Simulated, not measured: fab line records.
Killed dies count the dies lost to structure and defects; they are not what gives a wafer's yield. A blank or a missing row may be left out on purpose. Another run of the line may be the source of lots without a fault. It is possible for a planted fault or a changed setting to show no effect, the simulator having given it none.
Chamber matching | flow sky130 | SKY_CONTACT_CMP_04 on cmp-02: 3 sister chambers
The step polishes SiO2. 14 wafers are shown with their chamber, then 5 later ones without.

WAFERS PAIRED WITH THEIR CHAMBERS
wafer  | chamber | motor current A (A) | head pressure psi (psi) | time to endpoint s (s)
L296.1 | 3       | 11.7                | 4.000                   | 90
L296.2 | 2       | 11.6                | 4.003                   | 85
L296.6 | 3       | 10.7                | 3.999                   | 90
L297.2 | 3       | 11.3                | 3.994                   | 88
L297.3 | 2       | 11.7                | 3.997                   | 83
L297.5 | 1       | 13.2                | 3.992                   | 87
L308.1 | 3       | 11.4                | 4.005                   | 76
L308.2 | 2       | 11.4                | 3.990                   | 80
L308.3 | 1       | 14.0                | 3.996                   | 83
L309.4 | 1       | 13.2                | 4.004                   | 81
L309.5 | 3       | 11.8                | 4.010                   | 83
L309.6 | 2       | 12.3                | 3.997                   | 82
L313.1 | 2       | 11.2                | 3.999                   | 80
L313.5 | 3       | 11.7                | 4.009                   | 85

SIGNATURES, as means of the wafers listed above
reading            | chamber 1 | chamber 2 | chamber 3 | scatter within a chamber
motor current A    | 13.467    | 11.640    | 11.433    | 0.421
head pressure psi  | 3.99733   | 3.99720   | 4.00283   | 0.00571
time to endpoint s | 83.67     | 82.00     | 85.33     | 4.05
Rule: a wafer's distance from a chamber is the root of the sum, over the readings, of the square of ((its reading less the chamber's mean) divided by the reading's scatter). If the next closest chamber is less than 2 further off than the closest, the wafer can't be placed; otherwise it belongs to the closest. The scatter: the root of (the sum of the squares of (reading less its chamber's mean) over the shown wafers, divided by (wafers less chambers)).

WAFERS WITHOUT THEIR CHAMBER
wafer  | motor current A (A) | head pressure psi (psi) | time to endpoint s (s)
L316.2 | 11.6                | 4.008                   | 87
L316.5 | 14.3                | 3.991                   | 91
L315.3 | 13.3                | 3.997                   | 88
L315.5 | 12.1                | 4.009                   | 83
L315.6 | 13.3                | 4.005                   | 87

EACH ONE'S CHAMBER
wafer  | from the rows above          | in truth
L316.2 | can't be placed: 3 or 2      | 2
L316.5 | 1                            | 1
L315.3 | 1                            | 1
L315.5 | can't be placed: 3 or 2 or 1 | 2
L315.6 | 1                            | 1
3 of 5 placed correctly. From these rows, 2 cannot be placed; in 2 the true chamber is one of the candidates. 0 placed wrongly.
